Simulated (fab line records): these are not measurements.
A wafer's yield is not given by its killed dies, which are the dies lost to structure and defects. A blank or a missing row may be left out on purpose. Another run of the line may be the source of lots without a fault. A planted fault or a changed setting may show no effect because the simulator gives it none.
Which tool is to blame?    flow sky130    14 lots, 42 wafers sampled, at 6 steps of a route of 708

## WHAT THE GAUGES SHOWED, per wafer
SKY_LDD_N_OVL_MEAS_07. Usual: LDD_N_OVL -0.4 nm, standard deviation 1.8.
lot   measured      on          LDD_N_OVL (nm)  flag
L551  day 18 12:28  overlay-02  -0.4 -3.1 -2.8  
L553  day 19 07:58  overlay-01  -0.7 0.6 -0.4   
L555  day 19 23:56  overlay-02  0.0 -1.3 1.5    
L556  day 20 10:01  overlay-02  -3.6 -4.2 -4.7  
L558  day 21 04:31  overlay-02  -2.4 -2.1 0.9   
L560  day 21 19:10  overlay-02  -2.7 -3.6 -3.8  
L561  day 22 02:34  overlay-01  -0.9 -1.4 -2.5  
L562  day 22 15:58  overlay-01  -0.2 1.3 2.2    
L564  day 23 12:49  overlay-01  -2.0 -1.7 -1.0  
L567  day 24 04:43  overlay-02  -0.9 -0.6 -1.6  
L571  day 25 10:49  overlay-01  0.2 1.8 0.1     
L572  day 25 18:37  overlay-02  0.7 1.6 1.9     
L573  day 26 07:19  overlay-02  -2.5 -0.9 -2.2  
L574  day 26 16:31  overlay-02  -3.0 -2.6 -1.9  

SKY_LDD_LDN_OVL_MEAS_07. Usual: LDD_LDN_OVL -0.1 nm, standard deviation 1.3.
lot   measured      on          LDD_LDN_OVL (nm)  flag
L551  day 23 17:13  overlay-01  0.5 0.0 -0.1      
L553  day 24 11:34  overlay-02  -0.1 -0.8 1.0     
L555  day 25 03:04  overlay-02  1.2 0.8 0.4       
L556  day 25 11:43  overlay-02  -0.6 0.3 -0.7     
L558  day 26 06:22  overlay-01  -4.7 -2.2 -1.7    
L560  day 26 19:46  overlay-01  -0.3 2.0 1.4      
L561  day 27 04:22  overlay-01  -1.8 0.1 -1.7     
L562  day 27 17:10  overlay-02  -0.6 -1.2 -1.5    
L564  day 28 12:13  overlay-02  -0.5 -1.1 -1.1    
L567  day 29 02:37  overlay-02  0.1 2.2 1.5       
L571  day 30 08:13  overlay-02  - - -             OFF
L572  day 30 14:52  overlay-02  - - -             OFF
L573  day 31 04:04  overlay-02  -2.9 0.3 0.0      
L574  day 31 12:58  overlay-01  1.8 -2.3 0.0      

SKY_RES_XHIGH_TW_MEAS_09. Usual: RES_XHIGH_TW 1631, standard deviation 12.
lot   measured      on             RES_XHIGH_TW    flag
L551  day 27 12:12  film_metro-04  1631 1638 1641  
L553  day 28 06:35  film_metro-03  1622 1631 1628  
L555  day 28 22:49  film_metro-04  1639 1649 1643  
L556  day 29 05:55  film_metro-04  1648 1654 1652  
L558  day 29 23:19  film_metro-03  1628 1631 1636  
L560  day 30 11:28  film_metro-01  1623 1638 1625  
L561  day 30 20:31  film_metro-01  1642 1632 1639  
L562  day 31 11:22  film_metro-04  1636 1642 1641  
L564  day 32 03:54  film_metro-03  1630 1623 1628  
L567  day 32 17:32  film_metro-01  1628 1626 1635  
L571  day 33 22:34  film_metro-03  1901 1889 1905  OFF
L572  day 34 04:23  film_metro-03  1903 1905 1905  OFF
L573  day 34 18:34  film_metro-01  1614 1609 1626  
L574  day 35 02:43  film_metro-01  1634 1629 1623  

## TOOL THAT RAN EACH LOT (tool first, then ch and the chambers of the sampled wafers, then the start)
lot   SKY_LDD_N_STRIP_16                    SKY_LDD_LDN_COAT_02                SKY_LDD_LDN_STRIP_12
L551  plasma_asher-02 ch 0,1, day 18 13:42  litho_track-03 ch 0, day 23 01:44  plasma_asher-02 ch 0,1, day 23 17:50
L553  plasma_asher-04 ch 0,1, day 19 09:14  litho_track-02 ch 0, day 23 20:43  plasma_asher-01 ch 0,1, day 24 12:14
L555  plasma_asher-02 ch 0,1, day 20 01:11  litho_track-04 ch 0, day 24 12:31  plasma_asher-04 ch 0,1, day 25 03:44
L556  plasma_asher-01 ch 0,1, day 20 11:14  litho_track-03 ch 0, day 24 21:37  plasma_asher-02 ch 0,1, day 25 12:21
L558  plasma_asher-01 ch 0,1, day 21 05:45  litho_track-03 ch 0, day 25 14:52  plasma_asher-01 ch 0,1, day 26 06:59
L560  plasma_asher-01 ch 0,1, day 21 20:24  litho_track-04 ch 0, day 26 05:25  plasma_asher-02 ch 0,1, day 26 20:23
L561  plasma_asher-04 ch 0,1, day 22 03:47  litho_track-02 ch 0, day 26 13:41  plasma_asher-02 ch 0,1, day 27 05:00
L562  plasma_asher-02 ch 0,1, day 22 17:11  litho_track-04 ch 0, day 27 01:49  plasma_asher-02 ch 0,1, day 27 17:50
L564  plasma_asher-02 ch 0,1, day 23 14:02  litho_track-04 ch 0, day 27 20:59  plasma_asher-04 ch 1, day 28 12:50
L567  plasma_asher-02 ch 0,1, day 24 05:56  litho_track-03 ch 0, day 28 13:07  plasma_asher-04 ch 0,1, day 29 03:14
L571  plasma_asher-04 ch 0,1, day 25 12:02  litho_track-04, day 29 18:22       plasma_asher-02 ch 0,1, day 30 08:50
L572  plasma_asher-01 ch 0,1, day 25 19:50  litho_track-04, day 30 00:58       plasma_asher-04 ch 0,1, day 30 15:29
L573  plasma_asher-04 ch 0,1, day 26 08:32  litho_track-02 ch 0, day 30 13:31  plasma_asher-04 ch 0,1, day 31 04:42
L574  plasma_asher-02 ch 0,1, day 26 17:44  litho_track-04 ch 0, day 30 22:20  plasma_asher-02 ch 0,1, day 31 13:36
- SKY_LDD_N_STRIP_16: strips in O2/N2.
- SKY_LDD_LDN_COAT_02: resist thk 1140 nm.
- SKY_LDD_LDN_STRIP_12: strips in O2/N2.

## AS READ BY THE TOOLS THEMSELVES (means over the sampled wafers that have a number; for cases with no such wafer, the mark the record gives instead)
SKY_LDD_N_STRIP_16. Usual: drypump_motor_current_A 5.7 A, standard deviation 0.31; oes_product_au 0.407 a.u., standard deviation 0.0047; strip_time_to_endpoint_s 4.319 s, standard deviation 0.015.
lot   tool             drypump_motor_current_A (A)  oes_product_au (a.u.)  strip_time_to_endpoint_s (s)  flag
L551  plasma_asher-02  5.9                          0.407                  4.314                         
L553  plasma_asher-04  5.6                          0.406                  4.334                         
L555  plasma_asher-02  5.9                          0.407                  4.336                         
L556  plasma_asher-01  5.9                          0.403                  4.319                         
L558  plasma_asher-01  5.9                          0.410                  4.317                         
L560  plasma_asher-01  5.9                          0.405                  4.313                         
L561  plasma_asher-04  5.4                          0.406                  4.310                         
L562  plasma_asher-02  5.9                          0.410                  4.309                         
L564  plasma_asher-02  5.8                          0.412                  4.329                         
L567  plasma_asher-02  5.8                          0.406                  4.313                         
L571  plasma_asher-04  5.4                          0.407                  4.312                         
L572  plasma_asher-01  5.9                          0.408                  4.312                         
L573  plasma_asher-04  5.4                          0.407                  4.315                         
L574  plasma_asher-02  5.9                          0.403                  4.309                         

SKY_LDD_LDN_COAT_02. Usual: chill_plate_temp_C 22.99 C, standard deviation 0.1; dispense_pressure_kPa 48 kPa, standard deviation 3.5.
lot   tool            chill_plate_temp_C (C)  dispense_pressure_kPa (kPa)  flag
L551  litho_track-03  23.16                   45                           
L553  litho_track-02  22.99                   44                           
L555  litho_track-04  23.13                   51                           
L556  litho_track-03  23.03                   45                           
L558  litho_track-03  22.79                   45                           
L560  litho_track-04  22.88                   51                           
L561  litho_track-02  22.94                   44                           
L562  litho_track-04  22.96                   51                           
L564  litho_track-04  23.14                   51                           
L567  litho_track-03  22.92                   45                           
L571  litho_track-04  -                       -                            OFF
L572  litho_track-04  -                       -                            OFF
L573  litho_track-02  23.04                   44                           
L574  litho_track-04  23.02                   51                           

SKY_LDD_LDN_STRIP_12. Usual: drypump_motor_current_A 5.76 A, standard deviation 0.3; oes_product_au 0.715 a.u., standard deviation 0.0044; strip_time_to_endpoint_s 14.19 s, standard deviation 0.042.
lot   tool             drypump_motor_current_A (A)  oes_product_au (a.u.)  strip_time_to_endpoint_s (s)  flag
L551  plasma_asher-02  5.96                         0.719                  14.17                         
L553  plasma_asher-01  5.92                         0.710                  14.22                         
L555  plasma_asher-04  5.39                         0.719                  14.16                         
L556  plasma_asher-02  5.92                         0.713                  14.19                         
L558  plasma_asher-01  5.84                         0.714                  14.20                         
L560  plasma_asher-02  5.93                         0.716                  14.24                         
L561  plasma_asher-02  5.93                         0.719                  14.12                         
L562  plasma_asher-02  5.78                         0.714                  14.23                         
L564  plasma_asher-04  5.86                         0.718                  14.26                         
L567  plasma_asher-04  5.63                         0.712                  14.11                         
L571  plasma_asher-02  5.77                         -                      -                             OFF
L572  plasma_asher-04  5.38                         -                      -                             OFF
L573  plasma_asher-04  5.39                         0.718                  14.21                         
L574  plasma_asher-02  5.75                         0.717                  14.18                         

## THE ANSWER, worked out from the rows above alone
Rule: lot off if the mean of its wafers having a number is beyond 3 standard deviations from the usual mean. A lot without any number at a reading at which 4 lots or more have one is off too. Where the step has rows for the other lots, those lots are counted as sound. The gauges are gone through in route order, then the tools' own readings, and for those a lot's mean is taken as printed above. The first step at which some lot is off is used, and at that step the reading that is off furthest; a lot without a number counts as furthest.
Off: at SKY_LDD_LDN_OVL_MEAS_07 (LDD_LDN_OVL), L571, L572. Without a number there: L571, L572.
A tool fits if, at a process step before that reading, it ran every lot that is off, and no sound lot after the first of them. Not tried: the gauges at SKY_LDD_LDN_OVL_MEAS_07; whatever is off there is also off at SKY_RES_XHIGH_TW_MEAS_09, on other tools, and gauge error can't account for it. Of those tried, none fits.

## WHAT WAS PUT IN BY THE SIMULATOR
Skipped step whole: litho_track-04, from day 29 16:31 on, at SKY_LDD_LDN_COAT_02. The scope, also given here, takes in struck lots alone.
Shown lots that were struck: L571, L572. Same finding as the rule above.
